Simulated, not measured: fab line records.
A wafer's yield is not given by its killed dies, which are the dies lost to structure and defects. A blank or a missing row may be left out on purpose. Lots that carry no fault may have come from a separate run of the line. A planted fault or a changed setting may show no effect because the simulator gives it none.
Split-lot trial + flow sky130 + on a route of 708 steps: 5 lots, 27 wafers read

ABOUT THE SPLIT
At SKY_CAP2M_METAL_ETCH_13 (etches TiN in Cl2/BCl3, stops on SiO2, target depth 220 nm, time 62.9 s), the setting time-s was moved away from the recipe's 62.9 s on 9 of the 27 wafers read, by -48.8% to +43.6%. The other wafers ran this setting at the recipe's value.

The reading comes from the split's own step.

THE READING
oes-product-au, in a.u., at SKY_CAP2M_METAL_ETCH_13 (etches TiN in Cl2/BCl3, stops on SiO2, target depth 220 nm, time 62.9 s). A value of 0.945 a.u. with a standard deviation of 0.0055 a.u. is what fault-free wafers of this fab line usually give.

| wafer  | tool, chamber at the split | time-s as run, s | against the recipe | oes-product-au, a.u. | against lot-mates on the recipe |
|--------|----------------------------|------------------|--------------------|----------------------|---------------------------------|
| L076.1 | rie-metal-03, 0            | 62.9             | recipe             | 0.942                | -                               |
| L076.2 | rie-metal-03, 1            | 38.26            | -39.2%             | 1.003                | +0.057                          |
| L076.3 | rie-metal-03, 1            | 62.9             | recipe             | 0.946                | -                               |
| L076.4 | rie-metal-03, 0            | 62.9             | recipe             | 0.949                | -                               |
| L076.5 | rie-metal-03, 1            | 38.26            | -39.2%             | 1.010                | +0.064                          |
| L076.6 | rie-metal-03, 0            | 38.26            | -39.2%             | 0.988                | +0.042                          |
| L078.3 | rie-metal-03, 1            | 62.9             | recipe             | 0.952                | -                               |
| L078.4 | rie-metal-03, 0            | 62.9             | recipe             | 0.942                | -                               |
| L078.5 | rie-metal-03, 0            | 62.9             | recipe             | 0.946                | -                               |
| L079.1 | rie-metal-04, 1            | 62.9             | recipe             | 0.952                | -                               |
| L079.2 | rie-metal-04, 0            | 62.9             | recipe             | 0.952                | -                               |
| L079.3 | rie-metal-04, 1            | 32.21            | -48.8%             | 1.000                | +0.050                          |
| L079.4 | rie-metal-04, 0            | 32.21            | -48.8%             | 1.014                | +0.064                          |
| L079.5 | rie-metal-04, 0            | 32.21            | -48.8%             | 1.007                | +0.057                          |
| L079.6 | rie-metal-04, 1            | 62.9             | recipe             | 0.947                | -                               |
| L084.1 | rie-metal-03, 1            | 90.3             | +43.6%             | 0.881                | -0.064                          |
| L084.2 | rie-metal-03, 0            | 62.9             | recipe             | 0.949                | -                               |
| L084.3 | rie-metal-03, 1            | 62.9             | recipe             | 0.945                | -                               |
| L084.4 | rie-metal-03, 0            | 90.3             | +43.6%             | 0.883                | -0.062                          |
| L084.5 | rie-metal-03, 0            | 90.3             | +43.6%             | 0.879                | -0.066                          |
| L084.6 | rie-metal-03, 1            | 62.9             | recipe             | 0.940                | -                               |
| L083.1 | rie-metal-04, 1            | 62.9             | recipe             | 0.951                | -                               |
| L083.2 | rie-metal-04, 0            | 62.9             | recipe             | 0.943                | -                               |
| L083.3 | rie-metal-04, 0            | 62.9             | recipe             | 0.945                | -                               |
| L083.4 | rie-metal-04, 1            | 62.9             | recipe             | 0.955                | -                               |
| L083.5 | rie-metal-04, 0            | 62.9             | recipe             | 0.946                | -                               |
| L083.6 | rie-metal-04, 1            | 62.9             | recipe             | 0.955                | -                               |

THE FIT
A straight line over all 27 wafers: oes-product-au changes by -0.00137 a.u. for each +1% of time-s; r = -0.99; the points scatter about the line by 0.0061 a.u.
The same after taking each lot's own level away (the mean of its wafers on the recipe; 27 wafers): -0.00133 a.u. for each +1%; r = -0.99; scatter 0.006 a.u.
That fit puts the effect of the largest move of time-s on the reading at 0.065 a.u.
Across the lots, their own levels run from 0.9447 to 0.9503 a.u., a range of 1.0 times the standard deviation given above.
The two slopes agree, so the slope changes little with the lot-to-lot level.
Check: for one of the wafers moved furthest among these (-48.8%), held out of the fit, the line's prediction against its lot-mates is +0.0662 a.u. It came out at +0.0497 a.u. against them.
Tool readings at the split's step, against how far the setting was moved: oes-product-au r = -0.99.

THE WHOLE CHAIN: every reading that the file lists as answering this split, in the file's order
| step                    | what it does                                                            | reading                                                                          | change (the file's fit)                                                              | r (the file's) |
|-------------------------|-------------------------------------------------------------------------|----------------------------------------------------------------------------------|--------------------------------------------------------------------------------------|----------------|
| SKY_CAP2M_METAL_ETCH_13 | etches TiN in Cl2/BCl3, stops on SiO2, target depth 220 nm, time 62.9 s | oes-product-au                                                                   | -0.00132 a.u. for each +1% of the setting                                            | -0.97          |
| SKY_CAP2M_METAL_ETCH_13 | etches TiN in Cl2/BCl3, stops on SiO2, target depth 220 nm, time 62.9 s | CAP2M.feature-depth-nm (the simulator's own value, which no gauge read)          | not straight: 113.9 at the lowest setting, 202.7 at the recipe, 209.8 at the highest | not given      |
| SKY_CAP2M_METAL_ETCH_13 | etches TiN in Cl2/BCl3, stops on SiO2, target depth 220 nm, time 62.9 s | NOVOLAK_of_CAP2M_COAT_07.thk-nm (the simulator's own value, which no gauge read) | -1.41 nm for each +1% of the setting                                                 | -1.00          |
| SKY_CAP2M_STRIP_14      | strips in O2/N2                                                         | strip-time-to-endpoint-s                                                         | withheld for each +1% of the setting                                                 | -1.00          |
| SKY_METAL4_ETCH_17      | etches SiO2 in C4F8/O2/Ar, stops on TiN, time 3.9 s, target depth 15 nm | oes-product-au                                                                   | not straight: 0.750 at the lowest setting, 0.752 at the recipe, 0.526 at the highest | not given      |

THE FILE'S OWN FIT
oes-product-au changes by -0.00132 a.u. for each +1% of time-s, r = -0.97.
